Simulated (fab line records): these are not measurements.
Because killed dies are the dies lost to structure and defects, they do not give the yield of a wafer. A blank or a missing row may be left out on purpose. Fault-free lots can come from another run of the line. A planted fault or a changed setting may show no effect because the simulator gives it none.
Comparing a struck lot with a sound one :: flow sky130 :: 26 out of 708 route steps
Sound: the wafers L261.3, L261.5, L261.6. Wafers L270.4, L270.5, L270.6 were the ones struck. Last of all comes the cause.
For every step that has rows: the tool of each side, followed by ch and its chambers, followed by its first start. Under that, the readings that differ: sound wafers :: struck wafers :: difference of the means :: sigmas: that difference in standard deviations of wafers without a fault.
alike: readings whose means differ by less than 2 such deviations, and words and numbers that are the same on both sides. not compared: withheld readings, readings that some wafer has no value for, bounds like >300 that may hide the same value, and numbers for which the record gives no deviation and whose values overlap.
A row with sigmas, a row that says differs or no value, or rows on one side alone: a step with any of these is where the two part. Non-overlapping numbers with no deviation appear without sigmas and do not part them. A reading that every wafer of one side lacks parts them only if that side has two wafers or more.

first, 2 steps without rows for these wafers: SKY_METAL4_PEB_11; SKY_METAL4_DEVELOP_12 (develop time 60 s).
SKY_METAL4_CD_MEAS_13 targets a cd of 300 nm.
  sound on cdSem-01 at day 42 08:07; struck on cdSem-02 at day 45 03:47
  alike: cdNm
SKY_METAL4_OVL_MEAS_14:
  sound on overlay-02 at day 42 08:13; struck on overlay-01 at day 45 03:52
  alike: METAL4_OVL
SKY_METAL4_DESCUM_15: chemistry O2, time 8 s.
  sound on rieMetal-03 ch 0,1, day 42 08:14; struck on rieMetal-01 ch 0,1, day 45 03:53
  alike: drypumpMotorCurrentA, oesProductAu
  not compared: rfHoursCounterH
SKY_METAL4_ETCH_16: etches BARC in N2/H2, stops on SiO2, time 88.2 s, target depth 60 nm.
  sound on rieMetal-03 ch 0,1, day 42 08:17; struck on rieMetal-01 ch 0,1, day 45 03:57
  alike: biasW, drypumpMotorCurrentA, oesProductAu, throttleValvePct
  not compared: rfHoursCounterH
SKY_METAL4_ETCH_17: etches SiO2 in C4F8/O2/Ar, stops on TiN, time 3.9 s, target depth 15 nm.
  sound on rieDiel-01 ch 1,2,3, day 42 08:22; struck on rieDiel-02 ch 0,2,3, day 45 04:01
  alike: biasW, oesProductAu
  not compared: rfHoursCounterH
SKY_METAL4_METAL_ETCH_18: etches the open film in Cl2/BCl3, stops on SiO2, target depth 845 nm, time 183.1 s.
  sound on rieMetal-01 ch 0,1, day 42 08:26; struck on rieMetal-04 ch 0,1, day 45 04:05
  alike: biasW, drypumpMotorCurrentA, oesProductAu, throttleValvePct
  not compared: rfHoursCounterH
SKY_METAL4_STRIP_19: strips in O2/N2.
  sound on plasmaAsher-04 ch 0,1, day 42 08:35; struck on plasmaAsher-01 ch 0,1, day 45 04:14
reading: drypumpMotorCurrentA (A)
sound: 6.8 5.3 6.8
struck: 5.2 5.5 5.2
difference: -1.0
sigmas: -2

reading: stripTimeToEndpointS (s)
sound: 6.63 6.65 6.53
struck: 6.46 6.42 6.31
difference: -0.21
sigmas: -2
  alike: oesProductAu
  not compared: rfHoursCounterH
then, 3 steps without rows for these wafers: SKY_METAL4_STRIP_20 (strips in post etch residue remover, time 1200 s); SKY_METAL4_CLEAN_21 (cleans in IPA, time 180 s); SKY_METAL4_CLEAN_22 (cleans in O3/DIW).
SKY_VIA4_HDPCVD_00: deposits SiO2, target thk 1750 nm, time 291.7 s.
  sound on hdpcvd-02 ch 0,2, day 42 09:09; struck on hdpcvd-02 ch 0,1,2, day 45 05:17
  no value came back on the struck wafers for pressureMtorr (mTorr), runLengthS (s); on the sound wafers pressureMtorr (mTorr) reads 5.955 6.009 5.985
then, 1 step without rows for these wafers: SKY_VIA4_CMP_02 (polishes SiO2).
SKY_VIA4_BOW_MEAS_03:
  sound on filmMetro-01 at day 42 09:44; struck on filmMetro-02 at day 45 05:48
reading: VIA4_BOW (um)
sound: 66 76 73
struck: 86 106 99
difference: +25
sigmas: +3
then, 7 steps without rows for these wafers: SKY_VIA4_DEHYDRATE_04 (time 60 s); SKY_VIA4_HMDS_05 (prime time 60 s); SKY_VIA4_COAT_06 (resist thk 1140 nm); SKY_VIA4_SOFTBAKE_07 (time 60 s); SKY_VIA4_EXPOSE_08 (exposes mask VIM4, target cd 800 nm); SKY_VIA4_PEB_09; SKY_VIA4_DEVELOP_10 (develop time 60 s).
SKY_VIA4_OVL_MEAS_11:
  sound on overlay-01 at day 43 09:09; struck on overlay-02 at day 46 02:57
reading: VIA4_OVL (nm)
sound: 5.3 3.8 3.1
struck: 1.0 2.1 0.4
difference: -2.9
sigmas: -2
SKY_VIA4_ETCH_12: etches SiO2 in C4F8/O2/Ar, stops on TiN, target depth 580 nm.
  sound on rieDiel-02 ch 0,3, day 43 09:10; struck on rieDiel-02 ch 2,3, day 46 02:58
reading: oesProductAu (a.u.)
sound: 0.925 0.929 0.929
struck: 0.376 0.375 0.383
difference: -0.550
sigmas: -99 or more

reading: model.etch.depthNm (nm)
sound: 580.6 578.8 580.4
struck: 0 0 0
difference: -580
sigmas: 
  alike: biasW
then, 1 step without rows for these wafers: SKY_VIA4_STRIP_13 (strips in O2/N2).
-- the record jumps here: 3 days lie between the struck wafers' starts before and after (it left off in module VIA4 and takes up again in module PAD_OPEN, whose first step shown is number 708 of the route) --
SKY_PAD_OPEN_PROBE_99:
  sound on prober-01 at day 46 08:05; struck on prober-02 at day 48 20:24
reading: defectLimitedYield (%)
sound: 80.5 79.1 81.9
struck: 0 0 0
difference: -80
sigmas: -45

reading: killed_at_M0_to_M3
sound: 50 40 35
struck: 10 13 5
difference: -32
sigmas: -5

reading: killed_at_M4_up
sound: 1 5 7
struck: 475 474 474
difference: +470
sigmas: +99 or more

reading: killedAtContacts
sound: 25 35 31
struck: 5 4 5
difference: -26
sigmas: -5

reading: killedAtFrontEnd
sound: 20 23 16
struck: 2 1 8
difference: -16
sigmas: -4

reading: killedDies
sound: 96 103 89
struck: 492 492 492
difference: +396
sigmas: +44

reading: killedOnRim
sound: 22 21 20
struck: 96 96 96
difference: +75
sigmas: +20

reading: killedOpen
sound: 56 53 44
struck: 13 7 8
difference: -42
sigmas: -5

reading: killedShort
sound: 38 49 44
struck: 5 12 11
difference: -34
sigmas: -6

reading: sort_bin_3_pad_short (%)
sound: 1.2 1.0 1.2
struck: 24.8 25.8 23.4
difference: +23.5
sigmas: +62

reading: sort_bin_5_function (%)
sound: 11.0 13.0 9.1
struck: 71.5 70.9 73.4
difference: +60.9
sigmas: +41

reading: sort_bin_6_memory (%)
sound: 7.3 6.9 7.7
struck: 3.7 3.3 3.3
difference: -3.9
sigmas: -3

reading: sortNPass
sound: 396 389 403
struck: 0 0 0
difference: -396
sigmas: -44

reading: sortYieldPct (%)
sound: 80.5 79.1 81.9
struck: 0 0 0
difference: -80
sigmas: -45
  alike: killedAtOther

## WHERE THEY PART
Last at SKY_PAD_OPEN_PROBE_99 as far as this record goes, first at SKY_METAL4_STRIP_19.

WHY: what the simulator had put in
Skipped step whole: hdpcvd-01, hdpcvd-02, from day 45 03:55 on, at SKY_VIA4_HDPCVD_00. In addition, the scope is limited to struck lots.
